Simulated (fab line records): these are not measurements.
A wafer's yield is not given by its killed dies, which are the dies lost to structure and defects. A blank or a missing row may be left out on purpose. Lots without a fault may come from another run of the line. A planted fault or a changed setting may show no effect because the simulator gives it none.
Code-filled problem report in 8D (eight disciplines) form | flow sky130 | the parts of the form that need people (team, actions taken, sign-off) are left out

== 1. PROBLEM STATEMENT ==
At SKY_METAL4_METAL_ETCH_18, oes_product_au averages 0.907 a.u. over 3 wafers from 2 lots, while fault-free wafers read 0.868 a.u., standard deviation 0.0055. Measured from the usual mean, that is +7.1 standard deviations.
The step: etches the open film in Cl2/BCl3, stops on SiO2, target depth 845 nm, time 183.1 s.
First seen on wafer L992.4, day 44 18:04, on rie_metal-01. The record holds 35 wafers of 12 lots with a number at this step. The rule behind "out" and "out of limits": a value lying over 4 standard deviations away from the usual mean. All remaining wafers that have a number are taken as sound.

== 2. WHAT IT IS AND WHAT IT IS NOT ==
question                    | is                         | is not
which readings at this step | oes_product_au             | drypump_motor_current_A, throttle_valve_pct
which lots                  | L992, L993                 | L102, L103, L105, L982, L984, L985, L987, L988, L989, L990
which wafers of those lots  | L992.4, L993.4, L993.5     | L992.2, L993.1
read on which tools         | rie_metal-01, rie_metal-02 | rie_metal-03
when                        | from day 44 18:04          | up to then (22 sound wafers); but 10 sound wafers of L102, L103, L105, L993 came after

== 3. WHAT RULES OUT EACH SUSPECT ==
Counting: a tool at a process step up to the reading stays a suspect if it ran every lot that is out. Sound lots after the first of them don't rule it out here, since some wafers of a struck lot are sound.
- pvd_sputter-02 at SKY_METAL4_SPUTTER_02 (material AlCu, target thk 735 nm, time 39.1 s): kept. Ran every lot that is out, first one L992 (day 42 20:13); last sound lot up to then L990 (day 42 05:44).
After counting, what remains is pvd_sputter-02 at SKY_METAL4_SPUTTER_02.

== 4. THE CAUSE (what the simulator had put in) ==
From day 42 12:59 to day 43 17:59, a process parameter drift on pvd_sputter-02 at SKY_METAL4_SPUTTER_02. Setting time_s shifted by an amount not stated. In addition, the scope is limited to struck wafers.
After counting, this tool was the only one left.

== 5. SEQUENCE OF EFFECTS, ordered by route ==
One row per reading whose mean, taken over the struck wafers that have a number, lies over 3 standard deviations from the usual. Only readings for which the record gives a usual standard deviation are gone through. hours: the time from each lot's start at the first step in this table that gives one to its start at this step, as a median over the lots. sigmas: the change in usual standard deviations.
hours | step                     | reading        | usual      | on struck wafers | change | sigmas
0     | SKY_METAL4_METAL_ETCH_18 | oes_product_au | 0.868 a.u. | 0.907            | +0.039 | +7.1
Here are the process steps it includes:
- SKY_METAL4_METAL_ETCH_18: etches the open film in Cl2/BCl3, stops on SiO2, target depth 845 nm, time 183.1 s.
Later measuring or inspecting steps at which every struck wafer that the step has a row for has a number for every such reading, and none has moved that far: SKY_VIA4_OVL_MEAS_11, SKY_VIA4_RS_MEAS_19.

== 6. HOW IT WOULD HAVE BEEN CAUGHT EARLIER ==
In this record no reading fell out of limits until day 44 18:04, 53 hours after the fault had begun at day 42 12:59.
Tool readings at SKY_METAL4_SPUTTER_02 with a usual standard deviation given in the record: none out on any struck wafer, hence no alarm at a limit of 4 standard deviations on them.
Each of the lots that are out, 2 in all, had begun SKY_METAL4_SPUTTER_02 on pvd_sputter-02 no later than day 44 18:04. A hold on the tool at that time would have spared none of them.
